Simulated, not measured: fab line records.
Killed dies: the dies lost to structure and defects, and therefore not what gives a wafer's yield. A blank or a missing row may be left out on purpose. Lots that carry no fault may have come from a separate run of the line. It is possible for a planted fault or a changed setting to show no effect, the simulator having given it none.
Lot-split experiment | flow sfq-line | 23 wafers read from 5 lots, route of 325 steps

## ON THE SPLIT
At SFQ_TRILAYER_I0_CMP_CMP_028 (polishes SiO2), the setting leave-above-ref-nm was moved away from the recipe's 200 nm on 6 of the 23 wafers read, by -6.8% to -3.5%. All remaining wafers had this setting at the recipe value.

## FROM THE SPLIT TO THE READING: what the file shows between them, 6 steps
- SFQ_TRILAYER_I0_METRO_MEASURE_029
- SFQ_TRILAYER_I0_VIA_LITHO_COAT_031: resist thk 650 nm (also split here: spin-rpm)
- SFQ_TRILAYER_I0_VIA_LITHO_SOFTBAKE_035
- SFQ_TRILAYER_I0_VIA_LITHO_EXPOSE_032: exposes mask I0, target cd 500 nm
- SFQ_TRILAYER_I0_VIA_LITHO_DEVELOP_033: time 60 s
- SFQ_TRILAYER_I0_VIA_BARC_OPEN_VIA_ETCH_046: etches BARC in O2, target depth 125 nm, time 43.03 s

## THE READING
oes-product-au, in a.u., at SFQ_TRILAYER_I0_VIA_ETCH_VIA_ETCH_034 (etches SiO2 in CHF3, stops on Nb, target depth 260 nm). Fault-free wafers of this fab line usually give 0.854 a.u., standard deviation 0.0052 a.u.

wafer  | tool, chamber at the split | leave-above-ref-nm as run, nm | against the recipe | oes-product-au, a.u. | against lot-mates on the recipe
L074.2 | cmp-02, 1                  | 200                           | recipe             | 0.850                | -
L074.3 | cmp-02, 2                  | 200                           | recipe             | 0.851                | -
L074.4 | cmp-02, 3                  | 200                           | recipe             | 0.855                | -
L074.5 | cmp-02, 1                  | 200                           | recipe             | 0.852                | -
L074.6 | cmp-02, 2                  | 200                           | recipe             | 0.846                | -
L079.1 | cmp-01, 0                  | 200                           | recipe             | 0.863                | -
L079.3 | cmp-01, 1                  | 200                           | recipe             | 0.849                | -
L079.6 | cmp-01, 1                  | 200                           | recipe             | 0.856                | -
L081.1 | cmp-01, 3,2                | 200                           | recipe             | 0.861                | -
L081.2 | cmp-01, 0                  | 200                           | recipe             | 0.852                | -
L081.3 | cmp-01, 1                  | 200                           | recipe             | 0.849                | -
L081.4 | cmp-01, 3,2                | 200                           | recipe             | 0.858                | -
L081.6 | cmp-01, 3                  | 200                           | recipe             | 0.853                | -
L084.1 | cmp-01, 0                  | 200                           | recipe             | 0.853                | -
L084.3 | cmp-01, 2                  | 200                           | recipe             | 0.859                | -
L084.4 | cmp-01, 1                  | 186.4                         | -6.8%              | 0.828                | -0.028
L084.5 | cmp-01, 2                  | 186.4                         | -6.8%              | 0.823                | -0.033
L084.6 | cmp-01, 3                  | 186.4                         | -6.8%              | 0.822                | -0.034
L085.2 | cmp-01, 1                  | 193                           | -3.5%              | 0.830                | -0.032
L085.3 | cmp-01, 2                  | 193                           | -3.5%              | 0.830                | -0.032
L085.4 | cmp-01, 3                  | 200                           | recipe             | 0.866                | -
L085.5 | cmp-01, 2                  | 193                           | -3.5%              | 0.843                | -0.019
L085.6 | cmp-01, 3                  | 200                           | recipe             | 0.858                | -
Where a row lists several chambers, the file gives one row for several wafers and doesn't say which wafer went through which chamber.

THE FIT
A straight line over all 23 wafers: oes-product-au changes by +0.00471 a.u. for each +1% of leave-above-ref-nm; r = +0.90; the points scatter about the line by 0.0056 a.u.
The same after taking each lot's own level away (the mean of its wafers on the recipe; 23 wafers): +0.00521 a.u. for each +1%; r = +0.91; scatter 0.0058 a.u.
That fit puts the effect of the largest move of leave-above-ref-nm on the reading at 0.035 a.u.
The lots' own levels span 0.8508 to 0.8620 a.u., that is 2.2 times the standard deviation above.
Hence the lot-to-lot level has little effect on the slope; both slopes agree.
Check: for one of the wafers moved furthest among these (-6.8%), held out of the fit, the line's prediction against its lot-mates is -0.0391 a.u. Against them it came out at -0.028 a.u.

## FURTHER SPLITS ON THESE WAFERS
Note: prior to the reading, these wafers also went through further splits. Each is held against what the fit with the lots' levels taken away leaves over:
other split on the same wafers                    | wafers away from the commonest value | r with oes-product-au (lot level and that fit taken away)
SFQ_TRILAYER_INCOMING_OXIDATION_002 temp-c        | 13                                   | -0.23
SFQ_TRILAYER_L0_CAP_PECVD_011 time-s              | 8                                    | -0.22
SFQ_TRILAYER_L0_VIA_BARC_OPEN_VIA_ETCH_021 bias-w | 10                                   | +0.26
SFQ_TRILAYER_M0_DEP_SPUTTER_019 power-w           | 5                                    | -0.09
SFQ_TRILAYER_M0_LITHO_COAT_021 spin-rpm           | 10                                   | +0.22
SFQ_TRILAYER_I0_VIA_LITHO_COAT_031 spin-rpm       | 9                                    | -0.14

## THE WHOLE CHAIN: every reading that the file lists as answering this split, in the file's order
step                                  | what it does                                          | reading                                                                                   | change (the file's fit)                   | r (the file's)
SFQ_TRILAYER_I0_CMP_CMP_028           | polishes SiO2                                         | SiO2_of_TRILAYER_I0_DEP_PECVD_027.thk-nm (the simulator's own value, which no gauge read) | +2.08 nm for each +1% of the setting      | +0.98
SFQ_TRILAYER_I0_METRO_MEASURE_029     |                                                       | thk-nm                                                                                    | +2.1 nm for each +1% of the setting       | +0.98
SFQ_TRILAYER_I0_VIA_ETCH_VIA_ETCH_034 | etches SiO2 in CHF3, stops on Nb, target depth 260 nm | oes-product-au                                                                            | +0.00537 a.u. for each +1% of the setting | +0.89
SFQ_TRILAYER_I0_VIA_ETCH_VIA_ETCH_034 | etches SiO2 in CHF3, stops on Nb, target depth 260 nm | I0.feature-depth-nm (the simulator's own value, which no gauge read)                      | +2.08 nm for each +1% of the setting      | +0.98

## FILE'S OWN FIT
oes-product-au changes by +0.00537 a.u. for each +1% of leave-above-ref-nm, r = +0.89.
